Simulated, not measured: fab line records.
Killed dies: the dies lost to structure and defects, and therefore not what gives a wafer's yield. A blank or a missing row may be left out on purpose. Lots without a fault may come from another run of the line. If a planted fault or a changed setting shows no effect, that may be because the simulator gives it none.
Matching of chambers || flow gf180mcu || GF_STI_CMP_25 on cmp-01: 4 sister chambers
The step polishes, stops on Si3N4, t overpolish 33 s, target thk 524.6 nm. 4 wafers are shown with their chamber, then 8 later ones without.

WAFERS WITH THEIR CHAMBER
{"wafer": "L817.1", "chamber": 3, "motor_current_A (A)": 13.4}
{"wafer": "L817.3", "chamber": 1, "motor_current_A (A)": 11.9}
{"wafer": "L817.6", "chamber": 2, "motor_current_A (A)": 13.4}
{"wafer": "L818.1", "chamber": 0, "motor_current_A (A)": 10.8}

WAFERS WITH NO CHAMBER GIVEN
{"wafer": "L818.3", "motor_current_A (A)": 13.1}
{"wafer": "L818.6", "motor_current_A (A)": 13.3}
{"wafer": "L822.2", "motor_current_A (A)": 13.7}
{"wafer": "L822.4", "motor_current_A (A)": 11.0}
{"wafer": "L822.5", "motor_current_A (A)": 11.0}
{"wafer": "L823.1", "motor_current_A (A)": 11.2}
{"wafer": "L823.2", "motor_current_A (A)": 13.4}
{"wafer": "L823.6", "motor_current_A (A)": 10.7}

WHICH CHAMBER EACH WENT THROUGH
{"wafer": "L818.3", "from the rows above": "can't be placed: 2 or 3", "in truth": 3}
{"wafer": "L818.6", "from the rows above": "can't be placed: 2 or 3", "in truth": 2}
{"wafer": "L822.2", "from the rows above": "can't be placed: 2 or 3", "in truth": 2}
{"wafer": "L822.4", "from the rows above": 0, "in truth": 0}
{"wafer": "L822.5", "from the rows above": 0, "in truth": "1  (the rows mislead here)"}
{"wafer": "L823.1", "from the rows above": "can't be placed: 0 or 1", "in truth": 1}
{"wafer": "L823.2", "from the rows above": "can't be placed: 2 or 3", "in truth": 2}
{"wafer": "L823.6", "from the rows above": 0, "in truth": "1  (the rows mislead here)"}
Correctly placed: 1 of 8. Cannot be placed on the basis of these rows: 5; the candidates contain the true chamber in 5. Number placed wrongly: 2.
How it was worked out, from the rows above alone: a wafer's distance from a chamber is the root of the sum, over the readings, of the square of ((its reading less the chamber's mean) divided by the reading's scatter). If the next closest chamber is less than 2 further off than the closest, the wafer can't be placed; otherwise it belongs to the closest. A chamber's mean is the mean of its shown wafers. The scatter: root of mean squared gap, hidden wafer to nearest shown wafer, with one shown wafer a chamber.
